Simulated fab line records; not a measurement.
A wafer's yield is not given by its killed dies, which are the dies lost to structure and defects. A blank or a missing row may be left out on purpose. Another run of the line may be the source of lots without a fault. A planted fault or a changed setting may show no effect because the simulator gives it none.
What tool caused it?	flow sky130	12 lots with 36 wafers sampled at 5 steps, on a route of 708 steps

## WHAT EACH GAUGE READ, for each wafer
SKY_METAL1_THK_MEAS_06: measures by xrf. Usual: METAL1_ALCU_THK 250 nm, standard deviation 3.1.
lot	measured	on	METAL1_ALCU_THK (nm)	flag
L225	day 31 15:38	filmMetro-04	250 249 250	
L227	day 32 12:13	filmMetro-04	250 250 255	
L228	day 32 21:56	filmMetro-01	247 248 248	
L231	day 33 22:33	filmMetro-02	251 251 246	
L232	day 34 00:29	filmMetro-02	253 251 249	
L233	day 34 05:22	filmMetro-01	249 245 244	
L234	day 34 21:11	filmMetro-04	247 246 249	
L235	day 35 04:16	filmMetro-04	248 250 248	
L236	day 35 11:55	filmMetro-02	250 251 251	
L241	day 37 03:04	filmMetro-01	251 251 249	
L244	day 37 22:08	filmMetro-04	252 253 255	
L247	day 38 21:02	filmMetro-04	250 246 249	

## WHAT TOOL EACH LOT RAN ON (gives the tool, then ch and the chambers of the sampled wafers, and finally the start)
lot	SKY_RES_XHIGH_COAT_02	SKY_RES_XHIGH_STRIP_08	SKY_CONTACT_ETCH_16	SKY_CONTACT_ETCH_17
L225	lithoTrack-01 ch 0, day 26 02:00	plasmaAsher-02 ch 0,1, day 26 16:26	rieDiel-04 ch 0,2,3, day 31 13:57	rieDiel-04 ch 0,2,3, day 31 13:59
L227	lithoTrack-01 ch 0, day 26 23:20	plasmaAsher-03 ch 0,1, day 27 14:29	rieDiel-02 ch 0,1,3, day 32 10:35	rieDiel-02 ch 0,1,3, day 32 10:38
L228	lithoTrack-03 ch 0, day 27 11:31	plasmaAsher-04 ch 0,1, day 28 01:38	rieDiel-04 ch 2,3, day 32 20:17	rieDiel-04 ch 2,3, day 32 20:20
L231	lithoTrack-02 ch 0, day 28 12:02	plasmaAsher-02 ch 0,1, day 29 03:08	rieDiel-04 ch 0,1,2, day 33 20:51	rieDiel-04 ch 0,1,2, day 33 20:53
L232	lithoTrack-03 ch 0, day 28 14:41	plasmaAsher-04 ch 0,1, day 29 04:59	rieDiel-03 ch 1,2,3, day 33 22:29	rieDiel-03 ch 1,2,3, day 33 22:32
L233	lithoTrack-03 ch 0, day 28 20:05	plasmaAsher-04 ch 0,1, day 29 10:08	rieDiel-03 ch 0,1,2, day 34 03:30	rieDiel-03 ch 0,1,2, day 34 03:32
L234	lithoTrack-02 ch 0, day 29 11:32	plasmaAsher-03 ch 0,1, day 30 02:19	rieDiel-03 ch 2,3, day 34 19:33	rieDiel-03 ch 2,3, day 34 19:35
L235	lithoTrack-03 ch 0, day 29 19:17	plasmaAsher-02 ch 0,1, day 30 09:11	rieDiel-03 ch 0,1,3, day 35 02:32	rieDiel-03 ch 0,1,3, day 35 02:35
L236	lithoTrack-01 ch 0, day 30 02:42	plasmaAsher-03 ch 0,1, day 30 17:08	rieDiel-03 ch 1,2,3, day 35 09:08	rieDiel-03 ch 1,2,3, day 35 09:11
L241	lithoTrack-03 ch 0, day 31 21:56	plasmaAsher-04 ch 0,1, day 32 11:20	rieDiel-03 ch 0,2,3, day 37 01:23	rieDiel-03 ch 0,2,3, day 37 01:26
L244	lithoTrack-03 ch 0, day 32 18:04	plasmaAsher-02 ch 0,1, day 33 08:20	rieDiel-02 ch 0,1,2, day 37 20:26	rieDiel-02 ch 0,1,2, day 37 20:29
L247	lithoTrack-02 ch 0, day 33 18:17	plasmaAsher-04 ch 0,1, day 34 07:38	rieDiel-03 ch 0,2,3, day 38 19:08	rieDiel-03 ch 0,2,3, day 38 19:11
- SKY_RES_XHIGH_COAT_02: resist thk 1140 nm.
- SKY_RES_XHIGH_STRIP_08: strips in O2/N2.
- SKY_CONTACT_ETCH_16: etches BARC in N2/H2, stops on SiO2, time 45.9 s, target depth 60 nm.
- SKY_CONTACT_ETCH_17: etches SiO2 in C4F8/O2/Ar, stops on Si3N4, target depth 340 nm.

## AS READ BY THE TOOLS THEMSELVES (means over the sampled wafers that have a number; for cases with no such wafer, the mark the record gives instead)
SKY_RES_XHIGH_STRIP_08. Usual: drypumpMotorCurrentA 5.5 A, standard deviation 0.33; oesProductAu 0.711 a.u., standard deviation 0.0046; stripTimeToEndpointS 14.27 s, standard deviation 0.037.
lot	tool	drypumpMotorCurrentA (A)	oesProductAu (a.u.)	stripTimeToEndpointS (s)	flag
L225	plasmaAsher-02	5.6	0.715	14.28	
L227	plasmaAsher-03	5.6	0.713	14.25	
L228	plasmaAsher-04	5.1	0.709	14.24	
L231	plasmaAsher-02	5.6	0.713	14.27	
L232	plasmaAsher-04	5.1	0.712	14.23	
L233	plasmaAsher-04	5.3	0.710	14.31	
L234	plasmaAsher-03	5.8	0.713	14.27	
L235	plasmaAsher-02	5.6	0.714	14.27	
L236	plasmaAsher-03	5.8	0.705	14.29	
L241	plasmaAsher-04	5.2	0.711	13.43	OFF
L244	plasmaAsher-02	5.6	0.712	13.42	OFF
L247	plasmaAsher-04	5.2	0.715	14.30	

SKY_CONTACT_ETCH_16. Usual: biasW 100.0 W, standard deviation 0.32; drypumpMotorCurrentA 5.6 A, standard deviation 0.56; oesProductAu 0.855 a.u., standard deviation 0.0047; throttleValvePct 13.226 %, standard deviation 0.0085.
lot	tool	biasW (W)	drypumpMotorCurrentA (A)	oesProductAu (a.u.)	throttleValvePct (%)	flag
L225	rieDiel-04	99.9	5.5	0.852	13.227	
L227	rieDiel-02	99.8	5.6	0.853	13.224	
L228	rieDiel-04	100.0	5.7	0.862	13.220	
L231	rieDiel-04	100.1	5.7	0.855	13.232	
L232	rieDiel-03	100.0	5.7	0.854	13.225	
L233	rieDiel-03	100.1	6.0	0.856	13.232	
L234	rieDiel-03	99.8	5.3	0.850	13.226	
L235	rieDiel-03	100.0	5.4	0.860	13.218	
L236	rieDiel-03	100.3	5.7	0.862	13.232	
L241	rieDiel-03	99.9	5.5	0.854	13.229	
L244	rieDiel-02	99.9	5.6	0.857	13.222	
L247	rieDiel-03	100.0	5.5	0.853	13.229	

SKY_CONTACT_ETCH_17. Usual: biasW 1200 W, standard deviation 3.6; oesProductAu 0.891 a.u., standard deviation 0.0048.
lot	tool	biasW (W)	oesProductAu (a.u.)	flag
L225	rieDiel-04	1203	0.893	
L227	rieDiel-02	1202	0.890	
L228	rieDiel-04	1196	0.891	
L231	rieDiel-04	1201	0.898	
L232	rieDiel-03	1205	0.893	
L233	rieDiel-03	1198	0.892	
L234	rieDiel-03	1202	0.893	
L235	rieDiel-03	1202	0.892	
L236	rieDiel-03	1200	0.887	
L241	rieDiel-03	1201	0.891	
L244	rieDiel-02	1203	0.892	
L247	rieDiel-03	1200	0.892	

## THE ANSWER, worked out from the rows above alone
Rule: take the mean of a lot's wafers that have a number; if it is more than 3 standard deviations from the usual mean, the lot is off. A lot without any number at a reading at which 4 lots or more have one is off too. All remaining lots with rows at the step are treated as sound. First the gauges in route order, then the tools' own readings, where a lot's mean is used as printed above. The first step at which some lot is off is used, and at that step the reading that is off furthest; a lot without a number counts as furthest.
Off: L241, L244 (SKY_RES_XHIGH_STRIP_08, stripTimeToEndpointS).
A tool fits if, at that step or a process step before it, it ran every lot that is off, and no sound lot after the first of them. One candidate fits, namely lithoTrack-03 at SKY_RES_XHIGH_COAT_02. A fault onset in the window from L235 (day 29 19:17, its last sound lot) to L241 (day 31 21:56, its first lot off) fits.

## WHAT HAD BEEN PUT IN BY THE SIMULATOR
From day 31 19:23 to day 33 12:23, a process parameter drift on lithoTrack-03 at SKY_RES_XHIGH_COAT_02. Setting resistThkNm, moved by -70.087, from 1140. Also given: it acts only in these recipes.
Lots struck among those shown: L241, L244. The rule above reached the same finding.
